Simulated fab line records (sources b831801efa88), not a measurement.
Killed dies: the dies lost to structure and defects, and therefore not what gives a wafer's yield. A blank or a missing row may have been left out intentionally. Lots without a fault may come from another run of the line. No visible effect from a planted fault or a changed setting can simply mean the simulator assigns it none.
Matching of chambers	flow gf180mcu	3 sister chambers for GF_V2_CVD_02 on pecvd-02
The step deposits SiO2 from TEOS, target thk 850 nm, time 94.851 s. 6 wafers are shown with their chamber, then 7 later ones without.

WAFERS WITH THEIR CHAMBER
wafer	chamber	heater_power_w (W)
L878.3	0	613
L880.2	2	565
L884.1	2	617
L884.5	1	370
L885.2	0	659
L885.4	1	463

WAFERS WHOSE CHAMBER IS MISSING
wafer	heater_power_w (W)
L885.5	522
L887.1	536
L887.2	522
L887.6	583
L888.1	609
L888.3	533
L888.6	570

WHICH CHAMBER EACH WENT THROUGH
wafer	from the rows above	in truth
L885.5	can't be placed: 2 or 1 or 0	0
L887.1	can't be placed: 2 or 0 or 1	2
L887.2	can't be placed: 2 or 1 or 0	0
L887.6	can't be placed: 2 or 0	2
L888.1	can't be placed: 2 or 0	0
L888.3	can't be placed: 2 or 0 or 1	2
L888.6	can't be placed: 2 or 0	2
Correctly placed: 0 of 7. Unplaceable from these rows: 7, with the true chamber sitting among the candidates in 7. 0 placed wrongly.
How it was worked out, from the rows above alone: a wafer's distance from a chamber is the root of the sum, over the readings, of the square of ((its reading less the chamber's mean) divided by the reading's scatter). The wafer belongs to the nearest chamber; if the next one is less than 2 further off, it can't be placed. Each chamber's mean is taken over the wafers shown for it. The scatter is the square root of a quotient: the sum, over the shown wafers, of each reading's squared deviation from its chamber's mean, divided by wafers minus chambers.
